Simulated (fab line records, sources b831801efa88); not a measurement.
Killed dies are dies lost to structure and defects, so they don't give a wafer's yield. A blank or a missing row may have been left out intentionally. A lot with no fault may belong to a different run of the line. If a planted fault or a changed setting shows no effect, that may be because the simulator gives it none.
A struck lot beside a sound one || flow gf180mcu || 43 steps out of a route of 602
Sound: the wafers L938.2, L938.3, L938.4. Wafers L942.2, L942.4, L942.6 were the ones struck. The cause is given at the end.
For every step that has rows: the tool of each side, followed by ch and its chambers, followed by its first start. Under that, the readings that differ: sound wafers || struck wafers || difference of the means || sigmas: that difference in standard deviations of wafers without a fault.
alike: readings whose means differ by less than 2 such deviations, and words and numbers that are the same on both sides. not compared: withheld readings, readings that some wafer has no value for, bounds like >300 that may hide the same value, and numbers for which the record gives no deviation and whose values overlap.
Wherever a step has rows on one side only, a row that says differs or no value, or a row with sigmas, the two part there. Numbers that have no deviation but don't overlap get no sigmas and don't part them. Lack of a reading on every wafer of one side parts them only where that side has two or more wafers.

first, 2 steps without rows for these wafers: GF_DNWELL_DEVELOP_06 (develop time 60 s); GF_DNWELL_IMPLANT_07.
GF_DNWELL_STRIP_08: strips in O2/N2.
  sound on plasma_asher-04 ch 0,1, day 6 04:08; struck on plasma_asher-03 ch 1, day 7 00:19
{"reading": "heater_power_w (W)", "sound": "438 420 381", "struck": "301 300 307", "difference": -110, "sigmas": -3}
  alike: drypump_motor_current_A, oes_product_au, strip_time_to_endpoint_s
  not compared: rf_hours_counter_h
GF_DNWELL_TW_MEAS_09:
  sound: film_metro-02 at day 6 04:15; struck: film_metro-02 at day 7 00:26
  alike: DNWELL_TW
then, 7 steps without rows for these wafers: GF_NWELL_DEHYDRATE_00 (time 60 s); GF_NWELL_HMDS_01 (prime time 60 s); GF_NWELL_COAT_02 (resist thk 3000 nm); GF_NWELL_SOFTBAKE_03; GF_NWELL_EXPOSE_04 (exposes mask Nwell, target cd 860 nm); GF_NWELL_PEB_05; GF_NWELL_DEVELOP_06 (develop time 60 s).
GF_NWELL_OVL_MEAS_07:
  sound: overlay-01 at day 6 19:13; struck: overlay-01 at day 7 16:40
{"reading": "NWELL_OVL (nm)", "sound": "0.2 0.0 0.2", "struck": "-2.4 -2.9 -2.8", "difference": -2.8, "sigmas": -2}
GF_NWELL_IMPLANT_08:
  sound on implanter-04 ch 0, day 6 19:16; struck on implanter-03 ch 0, day 7 16:44
  alike: beam_on_s, dose_ions_cm2
following that, these wafers have no rows for 1 step: GF_NWELL_IMPLANT_09.
GF_NWELL_STRIP_10: strips in O2/N2.
  sound on plasma_asher-02 ch 0,1, day 6 19:32; struck on plasma_asher-03 ch 0,1, day 7 17:00
{"reading": "heater_power_w (W)", "sound": "384 391 356", "struck": "302 342 299", "difference": -63, "sigmas": -2}
  alike: drypump_motor_current_A, oes_product_au, strip_time_to_endpoint_s
  not compared: rf_hours_counter_h
GF_NWELL_TW_MEAS_11:
  sound: film_metro-04 at day 6 19:39; struck: film_metro-04 at day 7 17:20
{"reading": "NWELL_TW", "sound": "1545 1547 1553", "struck": "1414 1416 1419", "difference": -132, "sigmas": -12}
  not compared: hold
then, 6 steps without rows for these wafers: GF_LVPWELL_HMDS_01 (prime time 60 s); GF_LVPWELL_COAT_02 (resist thk 3000 nm); GF_LVPWELL_SOFTBAKE_03; GF_LVPWELL_EXPOSE_04 (exposes mask LVPWELL, target cd 600 nm); GF_LVPWELL_PEB_05; GF_LVPWELL_DEVELOP_06 (develop time 60 s).
GF_LVPWELL_OVL_MEAS_07:
  sound: overlay-02 at day 7 11:46; struck: overlay-02 at day 8 09:34
  alike: LVPWELL_OVL
then, 2 steps without rows for these wafers: GF_LVPWELL_IMPLANT_08; GF_LVPWELL_IMPLANT_09.
GF_LVPWELL_STRIP_10: strips in O2/N2.
  sound on plasma_asher-04 ch 0,1, day 7 12:06; struck on plasma_asher-03 ch 0,1, day 8 09:54
  alike: drypump_motor_current_A, heater_power_w, oes_product_au, strip_time_to_endpoint_s
  not compared: rf_hours_counter_h
GF_LVPWELL_TW_MEAS_11:
  sound: film_metro-02 at day 7 12:13; struck: film_metro-04 at day 8 10:01
  alike: LVPWELL_TW
then, 7 steps without rows for these wafers: GF_MVSD_DEHYDRATE_00 (time 60 s); GF_MVSD_HMDS_01 (prime time 60 s); GF_MVSD_COAT_02 (resist thk 3000 nm); GF_MVSD_SOFTBAKE_03; GF_MVSD_EXPOSE_04 (exposes mask MVSD, target cd 1000 nm); GF_MVSD_PEB_05; GF_MVSD_DEVELOP_06 (develop time 60 s).
GF_MVSD_OVL_MEAS_07:
  sound: overlay-01 at day 8 03:40; struck: overlay-02 at day 9 02:53
  alike: MVSD_OVL
then, 2 steps without rows for these wafers: GF_MVSD_IMPLANT_08; GF_MVSD_IMPLANT_09.
GF_MVSD_STRIP_10: strips in O2/N2.
  sound on plasma_asher-02 ch 0,1, day 8 04:00; struck on plasma_asher-01 ch 0,1, day 9 03:13
  alike: drypump_motor_current_A, heater_power_w, oes_product_au, strip_time_to_endpoint_s
  not compared: rf_hours_counter_h
GF_MVSD_TW_MEAS_11:
  sound: film_metro-04 at day 8 04:07; struck: film_metro-01 at day 9 03:19
{"reading": "MVSD_TW", "sound": "1544 1544 1554", "struck": "1585 1579 1572", "difference": "+31", "sigmas": "+2"}
then, 2 steps without rows for these wafers: GF_MVPSD_DEHYDRATE_00 (time 60 s); GF_MVPSD_HMDS_01 (prime time 60 s).
-- the record jumps here: 4 days lie between the struck wafers' starts before and after --
GF_VT_IMPLANT_RS_MEAS_47: measures by four-point-probe.
  sound: film_metro-04 at day 11 21:43; struck: film_metro-04 at day 12 23:59
{"reading": "NWELL_RS (ohm/sq)", "sound": "487.1 488.0 486.9", "struck": "580.9 579.0 579.9", "difference": "+92.6", "sigmas": "+71"}
  not compared: hold
GF_PASSIVATION_PROBE_99:
  the record has rows for the sound wafers here (prober-02, day 33 12:50) and none for the struck ones

== WHERE THEY PART ==
Last at GF_PASSIVATION_PROBE_99 as far as this record goes, first at GF_DNWELL_STRIP_08.

WHY: whatever the simulator had introduced
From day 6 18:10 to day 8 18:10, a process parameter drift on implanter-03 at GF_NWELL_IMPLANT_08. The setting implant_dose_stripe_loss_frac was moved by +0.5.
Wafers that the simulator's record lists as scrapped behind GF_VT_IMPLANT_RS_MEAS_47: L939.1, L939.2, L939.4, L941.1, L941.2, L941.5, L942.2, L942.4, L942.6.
